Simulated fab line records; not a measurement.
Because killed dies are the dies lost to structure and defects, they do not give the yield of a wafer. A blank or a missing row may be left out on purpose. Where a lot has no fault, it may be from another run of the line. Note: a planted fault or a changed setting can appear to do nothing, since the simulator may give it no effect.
Which tool did it?	flow sky130	36 wafers from 12 lots sampled at 2 of the route's 708 steps

== WHAT THE GAUGES READ, wafer by wafer ==
SKY_VIA2_OVL_MEAS_13.
lot	measured	on	VIA2_OVL (nm)
L242	day 36 05:41	overlay-02	5 2 11
L243	day 36 10:02	overlay-02	3 6 5
L244	day 36 23:35	overlay-02	9 6 12
L245	day 37 17:59	overlay-02	1 1 6
L246	day 37 18:28	overlay-02	14 1 3
L247	day 38 02:29	overlay-01	0 12 1
L251	day 39 15:59	overlay-01	75 77 77
L253	day 39 23:28	overlay-01	16 7 12
L257	day 40 21:09	overlay-01	0 0 2
L258	day 41 01:44	overlay-01	13 8 10
L259	day 41 13:16	overlay-01	-1 -1 -2
L265	day 43 00:08	overlay-02	13 5 5

== WHAT TOOL EACH LOT RAN ON (gives the tool, then ch and the chambers of the sampled wafers, and finally the start) ==
lot	SKY_VIA2_EXPOSE_09
L242	krf-scanner-02 ch 0, day 35 16:07
L243	krf-scanner-02 ch 0, day 35 20:35
L244	krf-scanner-02 ch 0, day 36 10:47
L245	krf-scanner-02 ch 0, day 37 04:05
L246	krf-scanner-01 ch 0, day 37 05:37
L247	krf-scanner-01 ch 0, day 37 13:48
L251	krf-scanner-02 ch 0, day 39 04:10
L253	krf-scanner-01 ch 0, day 39 11:07
L257	krf-scanner-01 ch 0, day 40 09:15
L258	krf-scanner-01 ch 0, day 40 13:58
L259	krf-scanner-01 ch 0, day 41 01:10
L265	krf-scanner-01 ch 0, day 42 12:35
- SKY_VIA2_EXPOSE_09: exposes mask VIM2, target cd 200 nm.

== AS READ BY THE TOOLS THEMSELVES (means over the sampled wafers that have a number; for cases with no such wafer, the mark the record gives instead) ==
The record holds no such reading with a usual standard deviation.

== THE ANSWER, worked out from the rows above alone ==
Rule: the usual values come from the lots themselves. Put in order of their means at a reading, lots are off if they are a third of the lots or fewer, leave a main group of 4 or more, and stand apart from it by a gap of 3 or more times the standard deviation of the main group's means; of several such gaps the widest counts. A main group whose means are all the same, to the digits that the tables above print for the reading, isn't used. Also off: a lot with no number at a reading for which 4 or more lots have one. All remaining lots with rows at the step are treated as sound. First the gauges in route order, then the tools' own readings, where a lot's mean is used as printed above. The first step at which some lot is off is used, and at that step the reading that is off furthest; a lot without a number counts as furthest.
Off: L251, seen at SKY_VIA2_OVL_MEAS_13 (VIA2_OVL). The main group has a mean of 6 nm with a standard deviation of 3.8.
A tool fits if, at a process step before that reading, it ran every lot that is off, and no sound lot after the first of them. Those tools and the gauges at SKY_VIA2_OVL_MEAS_13 are tried in the same way. One fits: SKY_VIA2_EXPOSE_09 on krf-scanner-02. Its last sound lot is L245 (day 37 04:05), its first lot that is off L251 (day 39 04:10): a fault that began between those two fits.

== WHAT HAD BEEN PUT IN BY THE SIMULATOR ==
Scanner matching overlay: krf-scanner-02, from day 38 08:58 on, at SKY_VIA2_EXPOSE_09. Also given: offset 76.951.
Shown lots that were struck: L251. This agrees with what the rule above found.
